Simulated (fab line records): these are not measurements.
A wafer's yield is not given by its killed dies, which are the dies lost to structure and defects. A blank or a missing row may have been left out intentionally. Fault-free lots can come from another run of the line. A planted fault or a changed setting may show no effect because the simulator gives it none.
A sampling plan put to the test | flow gf180mcu | one fab line, 50 faults that these records tell of, each judged on the records of the lots that it struck
The plan consists of the line's own looks: route steps at which the wafer is read by a gauge or an inspection but not changed. A look is open to judgement when struck wafers have a number at it and the file gives its usual mean and standard deviation on fault-free wafers. Caught: the struck wafers' mean, at a look after the fault's first step, is 4 or more of those standard deviations (sigma) away from the usual mean. On the tool: the identical test, applied to the tool's own readings at the steps of the fault. Also counted as caught: the struck wafers showing another recipe, or a record that is empty for them alone.

## THE FAULTS, as the simulator had put them in
1. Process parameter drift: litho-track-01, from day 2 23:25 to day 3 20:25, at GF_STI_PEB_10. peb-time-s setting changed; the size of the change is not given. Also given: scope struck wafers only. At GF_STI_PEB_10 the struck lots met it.
2. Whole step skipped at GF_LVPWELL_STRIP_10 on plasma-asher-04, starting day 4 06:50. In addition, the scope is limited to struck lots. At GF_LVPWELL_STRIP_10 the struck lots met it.
3. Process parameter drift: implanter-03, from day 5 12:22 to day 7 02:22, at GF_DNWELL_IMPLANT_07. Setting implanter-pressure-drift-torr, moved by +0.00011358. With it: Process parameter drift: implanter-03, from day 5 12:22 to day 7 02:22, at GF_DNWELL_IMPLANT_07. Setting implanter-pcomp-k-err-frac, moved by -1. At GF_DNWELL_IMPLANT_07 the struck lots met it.
4. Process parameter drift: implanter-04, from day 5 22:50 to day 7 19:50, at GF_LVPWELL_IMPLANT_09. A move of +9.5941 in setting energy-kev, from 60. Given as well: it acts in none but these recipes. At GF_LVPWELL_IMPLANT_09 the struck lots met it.
5. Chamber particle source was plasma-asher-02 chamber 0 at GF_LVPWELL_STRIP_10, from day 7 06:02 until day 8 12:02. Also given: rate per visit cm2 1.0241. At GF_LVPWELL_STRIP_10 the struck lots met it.
6. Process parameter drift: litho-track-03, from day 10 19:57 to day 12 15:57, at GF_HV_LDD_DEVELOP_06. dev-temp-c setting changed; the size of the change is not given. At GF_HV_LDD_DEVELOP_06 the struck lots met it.
7. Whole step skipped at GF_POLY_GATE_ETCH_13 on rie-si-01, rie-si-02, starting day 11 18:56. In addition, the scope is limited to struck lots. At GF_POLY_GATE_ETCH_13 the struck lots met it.
8. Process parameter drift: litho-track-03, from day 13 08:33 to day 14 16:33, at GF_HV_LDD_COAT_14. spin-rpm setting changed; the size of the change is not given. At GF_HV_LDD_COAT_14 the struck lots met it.
9. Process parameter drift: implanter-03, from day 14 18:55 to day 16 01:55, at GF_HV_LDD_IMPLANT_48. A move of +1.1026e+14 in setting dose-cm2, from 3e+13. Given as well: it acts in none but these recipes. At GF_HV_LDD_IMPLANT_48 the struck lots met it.
10. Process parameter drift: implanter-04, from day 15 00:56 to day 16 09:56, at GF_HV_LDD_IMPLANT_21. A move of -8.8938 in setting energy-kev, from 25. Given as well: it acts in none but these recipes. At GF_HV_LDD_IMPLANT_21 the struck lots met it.
11. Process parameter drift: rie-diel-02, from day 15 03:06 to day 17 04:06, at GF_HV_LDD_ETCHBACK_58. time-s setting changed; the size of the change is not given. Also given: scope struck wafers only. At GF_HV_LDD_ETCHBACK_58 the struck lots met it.
12. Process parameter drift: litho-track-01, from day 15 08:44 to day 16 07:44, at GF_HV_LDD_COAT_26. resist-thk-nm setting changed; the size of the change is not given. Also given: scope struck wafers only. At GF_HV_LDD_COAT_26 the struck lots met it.
13. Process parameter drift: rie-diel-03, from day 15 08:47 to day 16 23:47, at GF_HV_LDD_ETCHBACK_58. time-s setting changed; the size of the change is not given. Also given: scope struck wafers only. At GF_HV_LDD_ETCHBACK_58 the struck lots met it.
14. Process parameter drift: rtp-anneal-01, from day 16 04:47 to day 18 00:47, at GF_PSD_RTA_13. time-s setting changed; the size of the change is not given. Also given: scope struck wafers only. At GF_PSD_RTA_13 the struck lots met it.
15. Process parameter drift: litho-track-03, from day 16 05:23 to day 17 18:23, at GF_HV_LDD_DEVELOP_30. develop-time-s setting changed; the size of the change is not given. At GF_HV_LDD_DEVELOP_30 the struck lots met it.
16. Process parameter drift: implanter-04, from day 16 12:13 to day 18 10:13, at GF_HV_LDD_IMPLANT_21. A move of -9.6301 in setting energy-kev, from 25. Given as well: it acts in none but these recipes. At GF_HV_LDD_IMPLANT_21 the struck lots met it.
17. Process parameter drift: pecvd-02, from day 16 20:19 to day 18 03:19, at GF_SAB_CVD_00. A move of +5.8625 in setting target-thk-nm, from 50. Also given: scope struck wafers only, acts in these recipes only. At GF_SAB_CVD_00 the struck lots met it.
18. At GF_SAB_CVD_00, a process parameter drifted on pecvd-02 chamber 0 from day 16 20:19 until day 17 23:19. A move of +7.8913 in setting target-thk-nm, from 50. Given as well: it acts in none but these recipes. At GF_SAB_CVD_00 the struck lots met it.
19. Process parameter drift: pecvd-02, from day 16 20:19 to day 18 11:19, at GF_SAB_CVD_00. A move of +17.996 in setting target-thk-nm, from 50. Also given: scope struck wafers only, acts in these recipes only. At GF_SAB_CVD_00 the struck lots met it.
20. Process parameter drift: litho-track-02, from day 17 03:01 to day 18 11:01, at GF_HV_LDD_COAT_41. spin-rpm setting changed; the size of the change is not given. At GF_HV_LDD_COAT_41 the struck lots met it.
21. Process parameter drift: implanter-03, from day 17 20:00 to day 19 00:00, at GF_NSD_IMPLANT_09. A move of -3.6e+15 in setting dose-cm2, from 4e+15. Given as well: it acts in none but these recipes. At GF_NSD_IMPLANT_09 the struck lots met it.
22. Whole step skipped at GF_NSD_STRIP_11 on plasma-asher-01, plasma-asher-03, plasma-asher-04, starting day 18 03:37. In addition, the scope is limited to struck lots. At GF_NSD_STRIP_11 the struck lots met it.
23. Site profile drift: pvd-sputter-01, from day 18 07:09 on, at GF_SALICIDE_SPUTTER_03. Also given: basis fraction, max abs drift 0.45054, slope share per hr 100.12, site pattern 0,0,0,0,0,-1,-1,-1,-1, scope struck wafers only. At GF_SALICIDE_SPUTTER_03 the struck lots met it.
24. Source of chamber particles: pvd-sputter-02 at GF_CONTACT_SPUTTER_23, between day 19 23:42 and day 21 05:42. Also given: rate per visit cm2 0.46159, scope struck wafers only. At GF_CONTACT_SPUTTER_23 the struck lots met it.
25. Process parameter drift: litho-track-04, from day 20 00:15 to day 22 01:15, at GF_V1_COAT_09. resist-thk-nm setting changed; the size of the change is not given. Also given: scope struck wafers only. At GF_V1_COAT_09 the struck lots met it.
26. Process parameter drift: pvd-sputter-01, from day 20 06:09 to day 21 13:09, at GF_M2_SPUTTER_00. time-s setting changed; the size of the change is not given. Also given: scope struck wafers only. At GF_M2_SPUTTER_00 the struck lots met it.
27. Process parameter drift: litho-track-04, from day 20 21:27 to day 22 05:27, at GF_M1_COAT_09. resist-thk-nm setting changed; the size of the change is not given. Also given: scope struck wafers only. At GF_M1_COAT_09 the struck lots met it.
28. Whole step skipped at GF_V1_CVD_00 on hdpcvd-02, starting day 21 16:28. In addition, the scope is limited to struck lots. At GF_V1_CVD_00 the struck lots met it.
29. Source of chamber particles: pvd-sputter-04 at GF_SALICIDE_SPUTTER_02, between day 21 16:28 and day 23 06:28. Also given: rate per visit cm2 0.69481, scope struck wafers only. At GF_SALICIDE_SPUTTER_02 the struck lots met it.
30. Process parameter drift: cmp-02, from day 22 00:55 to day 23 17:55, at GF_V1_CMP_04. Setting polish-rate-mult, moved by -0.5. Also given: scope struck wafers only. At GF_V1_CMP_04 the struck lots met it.
31. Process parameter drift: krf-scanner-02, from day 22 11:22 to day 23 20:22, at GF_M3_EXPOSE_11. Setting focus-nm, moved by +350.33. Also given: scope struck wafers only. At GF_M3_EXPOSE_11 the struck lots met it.
32. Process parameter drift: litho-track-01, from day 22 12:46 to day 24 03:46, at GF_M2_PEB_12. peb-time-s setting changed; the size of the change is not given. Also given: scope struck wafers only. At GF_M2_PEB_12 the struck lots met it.
33. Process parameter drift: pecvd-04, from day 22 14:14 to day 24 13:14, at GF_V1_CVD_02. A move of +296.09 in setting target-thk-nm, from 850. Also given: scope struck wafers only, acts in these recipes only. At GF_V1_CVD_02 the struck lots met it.
34. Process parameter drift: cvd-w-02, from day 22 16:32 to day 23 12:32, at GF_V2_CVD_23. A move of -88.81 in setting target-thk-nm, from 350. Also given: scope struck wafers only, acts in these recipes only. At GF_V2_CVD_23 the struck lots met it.
35. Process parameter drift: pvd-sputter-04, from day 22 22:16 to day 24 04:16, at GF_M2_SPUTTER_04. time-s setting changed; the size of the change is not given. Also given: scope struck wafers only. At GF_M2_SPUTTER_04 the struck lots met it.
36. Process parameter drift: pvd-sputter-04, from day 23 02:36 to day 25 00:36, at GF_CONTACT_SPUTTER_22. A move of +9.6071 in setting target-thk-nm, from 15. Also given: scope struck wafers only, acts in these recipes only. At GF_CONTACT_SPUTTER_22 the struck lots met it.
37. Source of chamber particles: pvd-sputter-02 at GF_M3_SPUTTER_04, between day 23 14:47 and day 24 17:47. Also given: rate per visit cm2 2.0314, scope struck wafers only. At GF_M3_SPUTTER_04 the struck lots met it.
38. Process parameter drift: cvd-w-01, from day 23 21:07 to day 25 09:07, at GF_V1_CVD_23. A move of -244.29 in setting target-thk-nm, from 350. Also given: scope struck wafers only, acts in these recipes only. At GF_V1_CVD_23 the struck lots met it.
39. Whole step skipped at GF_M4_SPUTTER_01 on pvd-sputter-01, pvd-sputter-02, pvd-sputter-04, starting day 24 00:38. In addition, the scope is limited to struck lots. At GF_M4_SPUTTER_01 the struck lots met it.
40. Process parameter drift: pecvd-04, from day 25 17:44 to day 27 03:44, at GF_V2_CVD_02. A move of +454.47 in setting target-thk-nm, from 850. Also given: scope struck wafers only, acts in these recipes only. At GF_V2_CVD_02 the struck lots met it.
41. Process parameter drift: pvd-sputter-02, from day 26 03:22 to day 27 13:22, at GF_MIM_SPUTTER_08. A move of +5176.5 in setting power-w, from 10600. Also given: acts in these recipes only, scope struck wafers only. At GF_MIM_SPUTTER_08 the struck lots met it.
42. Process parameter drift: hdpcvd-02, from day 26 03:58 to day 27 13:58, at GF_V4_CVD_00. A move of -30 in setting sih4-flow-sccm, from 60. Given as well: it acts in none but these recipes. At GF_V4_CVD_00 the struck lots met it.
43. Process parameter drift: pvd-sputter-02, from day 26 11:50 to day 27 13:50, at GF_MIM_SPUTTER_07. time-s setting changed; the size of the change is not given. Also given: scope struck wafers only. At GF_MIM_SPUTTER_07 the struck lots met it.
44. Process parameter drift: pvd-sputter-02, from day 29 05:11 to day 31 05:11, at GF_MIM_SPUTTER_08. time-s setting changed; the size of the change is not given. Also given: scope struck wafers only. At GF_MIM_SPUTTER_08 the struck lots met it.
45. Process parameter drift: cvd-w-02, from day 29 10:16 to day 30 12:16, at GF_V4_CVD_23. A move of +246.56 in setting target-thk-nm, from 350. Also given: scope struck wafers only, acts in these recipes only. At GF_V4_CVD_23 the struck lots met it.
46. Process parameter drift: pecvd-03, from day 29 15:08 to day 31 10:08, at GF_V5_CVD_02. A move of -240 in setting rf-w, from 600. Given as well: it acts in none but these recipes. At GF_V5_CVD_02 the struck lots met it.
47. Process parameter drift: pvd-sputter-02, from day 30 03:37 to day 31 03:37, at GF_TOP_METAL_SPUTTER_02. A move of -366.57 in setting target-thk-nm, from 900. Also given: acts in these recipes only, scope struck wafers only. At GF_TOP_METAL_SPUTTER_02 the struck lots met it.
48. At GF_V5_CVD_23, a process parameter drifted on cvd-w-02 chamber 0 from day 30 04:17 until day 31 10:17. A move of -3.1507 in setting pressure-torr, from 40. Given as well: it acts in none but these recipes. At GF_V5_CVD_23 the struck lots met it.
49. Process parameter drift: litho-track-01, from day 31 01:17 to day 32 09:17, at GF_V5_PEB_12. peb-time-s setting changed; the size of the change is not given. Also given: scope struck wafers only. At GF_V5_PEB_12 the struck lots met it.
50. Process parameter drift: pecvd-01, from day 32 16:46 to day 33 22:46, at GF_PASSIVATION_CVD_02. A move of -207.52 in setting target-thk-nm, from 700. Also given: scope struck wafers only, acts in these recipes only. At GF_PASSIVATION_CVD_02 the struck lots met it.

## WHAT THE PLAN SAW
fault | on the tool itself                               | first look that catches it                      | reading, sigma                                          | median hours from its first step to that look | hours from the fault's start to the first struck lot there | judged looks passed uncaught
1     | no reading that can be judged                    | GF_STI_CD_MEAS_12                               | cd-nm -4.1                                              | 0.3                                           | 4                                                          | 0
2     | the tool's record is blank for the struck wafers | GF_MVSD_TW_MEAS_11                              | MVSD_TW -47                                             | 14.4                                          | 16                                                         | 0
3     | end-station-pressure-torr +99 or beyond sigma    | GF_DNWELL_TW_MEAS_09                            | DNWELL_TW +6.3                                          | 0.2                                           | 3                                                          | 0
4     | beam-energy-keV +99 or beyond sigma              | none of the 2 looks that can be judged after it | strongest: LVPWELL_RS at GF_VT_IMPLANT_RS_MEAS_48, +2.9 | -                                             | -                                                          | 2
5     | under 2 sigma                                    | no look after it can be judged                  | -                                                       | -                                             | -                                                          | 0
6     | developer-temp-C -22 sigma                       | not the one look that can be judged after it    | strongest: cd-nm at GF_HV_LDD_CD_MEAS_07, +3.7          | -                                             | -                                                          | 1
7     | the tool's record is blank for the struck wafers | no look after it can be judged                  | -                                                       | -                                             | -                                                          | 0
8     | spin-speed-rpm +68 sigma                         | no look after it can be judged                  | -                                                       | -                                             | -                                                          | 0
9     | dose-ions-cm2 +99 or beyond sigma                | GF_HV_LDD_TW_MEAS_50                            | HV_LDD_4_TW +33                                         | 0.2                                           | 14                                                         | 0
10    | beam-energy-keV -99 or beyond sigma              | GF_HV_LDD_TW_MEAS_23                            | HV_LDD_2_TW -7.5                                        | 0.2                                           | 2                                                          | 0
11    | run-length-s -20 sigma                           | none of the 6 looks that can be judged after it | -                                                       | -                                             | -                                                          | 6
12    | no reading that can be judged                    | no look after it can be judged                  | -                                                       | -                                             | -                                                          | 0
13    | run-length-s -85 sigma                           | no look after it can be judged                  | -                                                       | -                                             | -                                                          | 0
14    | run-length-s +99 or beyond sigma                 | GF_PSD_RS_MEAS_14                               | NSD_RS -59                                              | 0.1                                           | 30                                                         | 0
15    | under 2 sigma                                    | no look after it can be judged                  | -                                                       | -                                             | -                                                          | 0
16    | beam-energy-keV -99 or beyond sigma              | GF_HV_LDD_TW_MEAS_23                            | HV_LDD_2_TW -7.5                                        | 0.2                                           | 5                                                          | 0
17    | under 2 sigma                                    | GF_SAB_THK_MEAS_01                              | SAB_CVD_00_THK +10                                      | 0.0                                           | 15                                                         | 0
18    | under 2 sigma                                    | GF_SAB_THK_MEAS_01                              | SAB_CVD_00_THK +12                                      | 0.0                                           | 15                                                         | 0
19    | under 2 sigma                                    | GF_SAB_THK_MEAS_01                              | SAB_CVD_00_THK +29                                      | 0.0                                           | 15                                                         | 0
20    | spin-speed-rpm +99 or beyond sigma               | not the one look that can be judged after it    | -                                                       | -                                             | -                                                          | 1
21    | dose-ions-cm2 -99 or beyond sigma                | GF_NSD_TW_MEAS_12                               | NSD_TW -6.3                                             | 0.4                                           | 5                                                          | 0
22    | the tool's record is blank for the struck wafers | GF_PSD_TW_MEAS_11                               | PSD_TW -85                                              | 24.6                                          | 27                                                         | 0
23    | under 2 sigma                                    | GF_SALICIDE_THK_MEAS_05                         | SALICIDE_TIN_THK -16                                    | 0.1                                           | 33                                                         | 0
24    | under 2 sigma                                    | not the one look that can be judged after it    | -                                                       | -                                             | -                                                          | 1
25    | under 2 sigma                                    | not the one look that can be judged after it    | -                                                       | -                                             | -                                                          | 1
26    | under 2 sigma                                    | no look after it can be judged                  | -                                                       | -                                             | -                                                          | 0
27    | no reading that can be judged                    | no look after it can be judged                  | -                                                       | -                                             | -                                                          | 0
28    | the tool's record is blank for the struck wafers | none of the 2 looks that can be judged after it | strongest: V1_BOW at GF_V1_BOW_MEAS_05, -3.8            | -                                             | -                                                          | 2
29    | under 2 sigma                                    | no look after it can be judged                  | -                                                       | -                                             | -                                                          | 0
30    | time-to-endpoint-s +4.3 sigma                    | not the one look that can be judged after it    | -                                                       | -                                             | -                                                          | 1
31    | no reading that can be judged                    | GF_M3_CD_MEAS_14                                | cd-nm -22                                               | 11.5                                          | 16                                                         | 0
32    | no reading that can be judged                    | none of the 3 looks that can be judged after it | strongest: cd-nm at GF_M2_CD_MEAS_14, -3.5              | -                                             | -                                                          | 3
33    | under 2 sigma                                    | GF_V1_THK_MEAS_03                               | V1_CVD_02_THK +29                                       | 0.1                                           | 3                                                          | 0
34    | under 2 sigma                                    | GF_V2_RS_MEAS_24                                | V2_W_RS +24                                             | 0.1                                           | 4                                                          | 0
35    | under 2 sigma                                    | none of the 2 looks that can be judged after it | strongest: M2_ALCU_THK at GF_M2_THK_MEAS_06, +3.2       | -                                             | -                                                          | 2
36    | under 2 sigma                                    | not the one look that can be judged after it    | -                                                       | -                                             | -                                                          | 1
37    | under 2 sigma                                    | none of the 2 looks that can be judged after it | -                                                       | -                                             | -                                                          | 2
38    | under 2 sigma                                    | GF_V1_RS_MEAS_24                                | V1_W_RS +99 or beyond                                   | 0.1                                           | 10                                                         | 0
39    | the tool's record is blank for the struck wafers | no look after it can be judged                  | -                                                       | -                                             | -                                                          | 0
40    | under 2 sigma                                    | GF_V2_THK_MEAS_03                               | V2_CVD_02_THK +41                                       | 0.1                                           | 4                                                          | 0
41    | cathode-dc-power-W +99 or beyond sigma           | GF_MIM_RS_MEAS_10                               | MIM_ALCU_RS -29                                         | 0.1                                           | 9                                                          | 0
42    | sih4-flow-sccm -99 or beyond sigma               | GF_V4_THK_MEAS_01                               | V4_CVD_00_THK -40                                       | 0.1                                           | 9                                                          | 0
43    | under 2 sigma                                    | not the one look that can be judged after it    | -                                                       | -                                             | -                                                          | 1
44    | under 2 sigma                                    | GF_MIM_RS_MEAS_10                               | MIM_ALCU_RS +5.6                                        | 0.1                                           | 14                                                         | 0
45    | under 2 sigma                                    | GF_V4_RS_MEAS_24                                | V4_W_RS -40                                             | 0.1                                           | 4                                                          | 0
46    | rf-fwd-power-W -99 or beyond sigma               | GF_V5_THK_MEAS_03                               | V5_CVD_02_THK -10                                       | 0.1                                           | 11                                                         | 0
47    | under 2 sigma                                    | GF_TOP_METAL_RS_MEAS_05                         | TOP_METAL_ALCU_RS +55                                   | 0.1                                           | 5                                                          | 0
48    | chamber-pressure-Torr -34 sigma                  | not the one look that can be judged after it    | strongest: V5_W_RS at GF_V5_RS_MEAS_24, +3.4            | -                                             | -                                                          | 1
49    | heater-power-total-W +60 sigma                   | none of the 2 looks that can be judged after it | strongest: cd-nm at GF_V5_CD_MEAS_14, -2.6              | -                                             | -                                                          | 2
50    | under 2 sigma                                    | GF_PASSIVATION_THK_MEAS_03                      | PASSIVATION_CVD_02_THK -20                              | 0.3                                           | 5                                                          | 0
A dash: the fault isn't caught, or these records don't give the number.

Caught at a look: 25 of 50. Caught on the tool: 23 of 50. By one or the other: 37 of 50.
Faults 4, 6, 7, 8, 11, 13, 20, 28, 30, 39, 48, 49 were caught on the tool alone.
Caught at a look alone: faults 1, 17, 18, 19, 23, 31, 33, 34, 38, 40, 44, 45, 47, 50.
Caught by neither: faults 5, 12, 15, 24, 25, 26, 27, 29, 32, 35, 36, 37, 43.

## THINNER SAMPLING
Were the look that catches a fault to measure just every second or every third lot (counted by lot number), the first struck lot would, at worst, be measured this late:
fault | struck lots at that look, in order of time | every lot | every second lot | every third lot
1     | L518, L521                                 | 4 h       | 19 h             | may miss all 2
2     | L379, L380, L381                           | 16 h      | 25 h             | 30 h
3     | L993, L995                                 | 3 h       | may miss all 2   | may miss all 2
9     | L701, L702                                 | 14 h      | 23 h             | may miss all 2
10    | L463, L467                                 | 2 h       | may miss all 2   | may miss all 2
14    | L510                                       | 30 h      | may miss it      | may miss it
16    | L748, L749                                 | 5 h       | 18 h             | may miss all 2
17    | L196, L197                                 | 15 h      | 24 h             | may miss all 2
18    | L500, L501                                 | 15 h      | 24 h             | may miss all 2
19    | L617, L618                                 | 15 h      | 24 h             | may miss all 2
21    | L595, L593                                 | 5 h       | may miss all 2   | may miss all 2
22    | L803, L806, L807                           | 27 h      | 34 h             | may miss all 3
23    | L514                                       | 33 h      | may miss it      | may miss it
31    | L343, L345                                 | 16 h      | may miss all 2   | may miss all 2
33    | L821, L823, L824                           | 3 h       | 24 h             | may miss all 3
34    | L226, L227                                 | 4 h       | 19 h             | may miss all 2
38    | L196, L197                                 | 10 h      | 17 h             | may miss all 2
40    | L930, L933                                 | 4 h       | 21 h             | may miss all 2
41    | L118                                       | 9 h       | may miss it      | may miss it
42    | L581, L583                                 | 9 h       | may miss all 2   | may miss all 2
44    | L745, L746                                 | 14 h      | 23 h             | may miss all 2
45    | L609, L610                                 | 4 h       | 8 h              | may miss all 2
46    | L700, L701                                 | 11 h      | 23 h             | may miss all 2
47    | L930, L931                                 | 5 h       | 19 h             | may miss all 2
50    | L547, L548                                 | 5 h       | 13 h             | may miss all 2
Hours: fault start to first struck lot measured. 4 sigma limit: tested on the pooled struck wafers, so a lone lot may be under it. Other struck lots may not be in these records.

## THE LONGEST TIMED WAY FROM STEP TO LOOK
Fault 22: the median time between GF_NSD_STRIP_11 and GF_PSD_TW_MEAS_11 is 24.6 hours. No look between them can be judged.
